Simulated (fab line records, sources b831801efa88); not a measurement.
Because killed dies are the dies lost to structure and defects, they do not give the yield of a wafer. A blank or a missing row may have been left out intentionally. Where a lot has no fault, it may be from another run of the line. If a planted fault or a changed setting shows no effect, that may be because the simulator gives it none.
A struck lot beside a sound one || flow sfq-line || 28 steps out of a route of 325
Sound: the wafers L423.1, L423.2, L423.6. Struck: wafers L432.2, L432.4 (left out: L432.5, a lot-mate that was not struck); the cause follows at the end.
Order at every step that has rows: each side's tool, ch and its chambers, its first start. Under that, the readings that differ: sound wafers || struck wafers || difference of the means || sigmas: that difference in standard deviations of wafers without a fault.
alike: words and numbers the same on both sides, and readings whose means are apart by under 2 such deviations; not compared: readings that were withheld, readings missing a value for some wafer, numbers with overlapping values and no deviation given by the record, and bounds like >300 which may hide the same value.
The two part at a step that has a row with sigmas, a row that says differs or no value, or rows on one side only. Numbers that have no deviation but don't overlap get no sigmas and don't part them. A reading that every wafer of one side lacks parts them only if that side has two wafers or more.

first, 6 steps without rows for these wafers: SFQ_TRILAYER_M0_LITHO_COAT_026 (resist thk 62 nm); SFQ_TRILAYER_M0_LITHO_COAT_021 (resist thk 600 nm); SFQ_TRILAYER_M0_LITHO_SOFTBAKE_025; SFQ_TRILAYER_M0_LITHO_EXPOSE_022 (exposes mask M0, target cd 500 nm); SFQ_TRILAYER_M0_LITHO_PEB_024 (peb time 60 s); SFQ_TRILAYER_M0_LITHO_DEVELOP_023 (time 60 s).
SFQ_M0_OVL_MEAS_906:
  sound on overlay-02 at day 6 08:53; struck on overlay-01 at day 8 22:36
  alike: M0_OVL
SFQ_TRILAYER_M0_BARC_OPEN_METAL_ETCH_031: etches BARC in O2, target depth 125 nm, time 41.7 s.
  sound on rie-metal-03 ch 0,1, day 6 08:56; struck on rie-metal-01 ch 0, day 8 22:38
  alike: chamber-pressure-mTorr, drypump-motor-current-A, oes-product-au
  not compared: rf-hours-counter-h
SFQ_TRILAYER_M0_ETCH_METAL_ETCH_024: etches Nb in Cl2/Ar, stops on SiO2, target depth 240 nm, time 120 s.
  sound on rie-metal-03 ch 0,1, day 6 08:59; struck on rie-metal-01 ch 0, day 8 22:41
  alike: chamber-pressure-mTorr, drypump-motor-current-A, oes-product-au
  not compared: rf-hours-counter-h
then, 2 steps without rows for these wafers: SFQ_TRILAYER_M0_STRIP_STRIP_025 (strips in O2); SFQ_TRILAYER_M0_STRIP_SOLV_CLEAN_026 (cleans in NMP, time 600 s).
SFQ_TRILAYER_I0_DEP_PECVD_027: deposits SiO2 from SiH4/N2O, time 111.11 s, target thk 500 nm.
  sound on pecvd-01 ch 0,1,2, day 6 09:53; struck on pecvd-02 ch 2, day 8 23:47
  alike: heater-power-w, showerhead-vpp-V, throttle-valve-pct
SFQ_TRILAYER_I0_CMP_CMP_028: polishes SiO2.
  sound on cmp-02 ch 1,3, day 6 19:57; struck on cmp-01 ch 2,3, day 9 06:05
{"reading": "model.SiO2_of_TRILAYER_I0_DEP_PECVD_027.thk-nm (nm)", "sound": "198.4 199.7 199.7", "struck": "184.3 185.1", "difference": -14.6, "sigmas": ""}
  alike: edge-zone-pressure-frac, motor-current-A, time-to-endpoint-s
SFQ_I0_BOW_MEAS_907:
  sound on film-metro-02 at day 6 22:27; struck on film-metro-02 at day 9 08:06
  alike: I0_BOW
SFQ_TRILAYER_I0_METRO_MEASURE_029:
  sound on film-metro-02 at day 6 22:34; struck on film-metro-02 at day 9 11:56
{"reading": "thk-nm (nm)", "sound": "198.3 199.5 199.6", "struck": "184.2 185.2", "difference": -14.4, "sigmas": -14}
then, 6 steps without rows for these wafers: SFQ_TRILAYER_I0_VIA_LITHO_COAT_036 (resist thk 62 nm); SFQ_TRILAYER_I0_VIA_LITHO_COAT_031 (resist thk 650 nm); SFQ_TRILAYER_I0_VIA_LITHO_SOFTBAKE_035; SFQ_TRILAYER_I0_VIA_LITHO_EXPOSE_032 (exposes mask I0, target cd 500 nm); SFQ_TRILAYER_I0_VIA_LITHO_PEB_034 (peb time 60 s); SFQ_TRILAYER_I0_VIA_LITHO_DEVELOP_033 (time 60 s).
-- the record jumps here: 4 days lie between the struck wafers' starts before and after --
SFQ_I0_OVL_MEAS_908:
  sound on overlay-01 at day 10 17:55; struck on overlay-02 at day 13 21:55
  alike: I0_OVL
then, 1 step without rows for these wafers: SFQ_TRILAYER_I0_VIA_BARC_OPEN_VIA_ETCH_046 (etches BARC in O2, target depth 125 nm, time 41.7 s).
SFQ_TRILAYER_I0_VIA_ETCH_VIA_ETCH_034: etches SiO2 in CHF3, stops on Nb, target depth 260 nm.
  sound on rie-diel-01 ch 0,1,2, day 10 17:59; struck on rie-diel-03 ch 3, day 13 21:59
{"reading": "oes-product-au (a.u.)", "sound": "0.850 0.858 0.855", "struck": "0.812 0.812", "difference": -0.042, "sigmas": -9}
{"reading": "model.I0.feature-depth-nm (nm)", "sound": "198.4 199.7 199.7", "struck": "184.3 185.1", "difference": -14.6, "sigmas": ""}
{"reading": "model.etch.depth-nm (nm)", "sound": "198.4 199.7 199.7", "struck": "184.3 185.1", "difference": -14.6, "sigmas": ""}
  alike: chamber-pressure-mTorr, drypump-motor-current-A
SFQ_TRILAYER_I0_VIA_STRIP_STRIP_035: strips in O2.
  sound on rie-metal-03 ch 0,1, day 10 18:07; struck on rie-metal-04 ch 0,1, day 13 22:06
  alike: chamber-pressure-mTorr, drypump-motor-current-A, oes-product-au
  not compared: rf-hours-counter-h
then, 1 step without rows for these wafers: SFQ_TRILAYER_I0_VIA_STRIP_SOLV_CLEAN_036 (cleans in NMP, time 600 s).
SFQ_TRILAYER_M1_DEP_PRE_CLEAN_038: time 22.5 s.
  sound on pvd-sputter-03 at day 10 18:53; struck on pvd-sputter-03 at day 13 22:53
{"reading": "model.SiO2_of_TRILAYER_I0_DEP_PECVD_027.thk-nm (nm)", "sound": "190.9 192.2 192.2", "struck": "176.8 177.6", "difference": -14.6, "sigmas": ""}
SFQ_TRILAYER_M1_DEP_SPUTTER_037: material Nb, target thk 200 nm, time 133.3 s.
  sound on pvd-sputter-03 at day 10 18:55; struck on pvd-sputter-03 at day 13 22:54
  alike: resputter-cathode-voltage-v, substrate-temp-c, throttle-valve-pct

## WHERE THEY PART
Earliest at SFQ_TRILAYER_I0_METRO_MEASURE_029; latest, in this record, at SFQ_TRILAYER_I0_VIA_ETCH_VIA_ETCH_034. Later steps at which nothing parts them and some readings are alike: SFQ_TRILAYER_I0_VIA_STRIP_STRIP_035, SFQ_TRILAYER_M1_DEP_SPUTTER_037.

WHY: what the simulator had put in
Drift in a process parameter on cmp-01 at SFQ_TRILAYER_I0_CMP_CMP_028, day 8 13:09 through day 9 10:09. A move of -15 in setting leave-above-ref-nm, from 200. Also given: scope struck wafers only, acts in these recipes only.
